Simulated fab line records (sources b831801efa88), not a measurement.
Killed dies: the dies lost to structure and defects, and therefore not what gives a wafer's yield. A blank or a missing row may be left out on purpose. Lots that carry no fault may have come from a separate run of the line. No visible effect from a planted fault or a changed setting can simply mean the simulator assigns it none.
A struck lot beside a sound one + flow sky130 + 14 steps out of a route of 708
Sound: the wafers L578.1, L578.3, L578.6. Wafers L579.1, L579.2, L579.4 were the ones struck. At the end, the cause is stated.
For every step that has rows: the tool of each side, followed by ch and its chambers, followed by its first start. Under that, the readings that differ: sound wafers + struck wafers + difference of the means + sigmas: that difference in standard deviations of wafers without a fault.
alike: same words and numbers on both sides, and readings whose means sit less than 2 such deviations apart. not compared: any withheld reading, any reading some wafer has no value for, any bound like >300 that may hide the same value, and any number with overlapping values for which the record gives no deviation.
The two part at a step that has a row with sigmas, a row that says differs or no value, or rows on one side only. Numbers that have no deviation but don't overlap get no sigmas and don't part them. Lack of a reading on every wafer of one side parts them only where that side has two or more wafers.

SKY_METAL1_SPUTTER_00: material Ti, target thk 15 nm, time 10 s.
  sound on pvdSputter-01 at day 32 00:29; struck on pvdSputter-01 at day 32 05:38
  alike: throttleValvePct
SKY_METAL1_SPUTTER_01: material TiN, target thk 20 nm, time 16.7 s.
  sound on pvdSputter-01 at day 32 00:30; struck on pvdSputter-01 at day 32 05:39
  alike: throttleValvePct
SKY_METAL1_SPUTTER_02: material AlCu, target thk 250 nm, time 13.3 s.
  sound on pvdSputter-01 at day 32 00:31; struck on pvdSputter-01 at day 32 05:40
  alike: throttleValvePct
SKY_METAL1_SPUTTER_03: material Ti, target thk 5 nm, time 3.3 s.
  sound on pvdSputter-01 at day 32 00:33; struck on pvdSputter-01 at day 32 05:42
  alike: throttleValvePct
SKY_METAL1_SPUTTER_04: material TiN, target thk 70 nm, time 58.3 s.
  sound on pvdSputter-01 at day 32 00:34; struck on pvdSputter-01 at day 32 05:43
  alike: throttleValvePct
SKY_METAL1_RS_MEAS_05: measures by four-point-probe.
  sound on filmMetro-04 at day 32 00:37; struck on filmMetro-04 at day 32 05:46
  alike: METAL1_ALCU_RS
SKY_METAL1_THK_MEAS_06: measures by xrf.
  sound on filmMetro-04 at day 32 00:44; struck on filmMetro-04 at day 32 05:53
  alike: METAL1_ALCU_THK
then, 5 steps without rows for these wafers: SKY_METAL1_DEHYDRATE_07 (time 60 s); SKY_METAL1_HMDS_08 (prime time 60 s); SKY_METAL1_COAT_09 (resist thk 60 nm); SKY_METAL1_COAT_10 (resist thk 450 nm); SKY_METAL1_SOFTBAKE_11 (time 90 s).
SKY_METAL1_EXPOSE_12: exposes mask MM1, target cd 140 nm.
  struck on krfScanner-01, day 32 19:12; sound on krfScanner-01 ch 0, day 32 14:19
  no value came back on the struck wafers for exposureDoseMJCm2, focusOffsetNm (nm); on the sound wafers exposureDoseMJCm2 reads 27.98 27.99 27.93
  alike: mask
then, 1 step without rows for these wafers: SKY_METAL1_PEB_13.

## WHERE THEY PART
Only at SKY_METAL1_EXPOSE_12, as far as this record shows.

WHY: the cause the simulator had injected
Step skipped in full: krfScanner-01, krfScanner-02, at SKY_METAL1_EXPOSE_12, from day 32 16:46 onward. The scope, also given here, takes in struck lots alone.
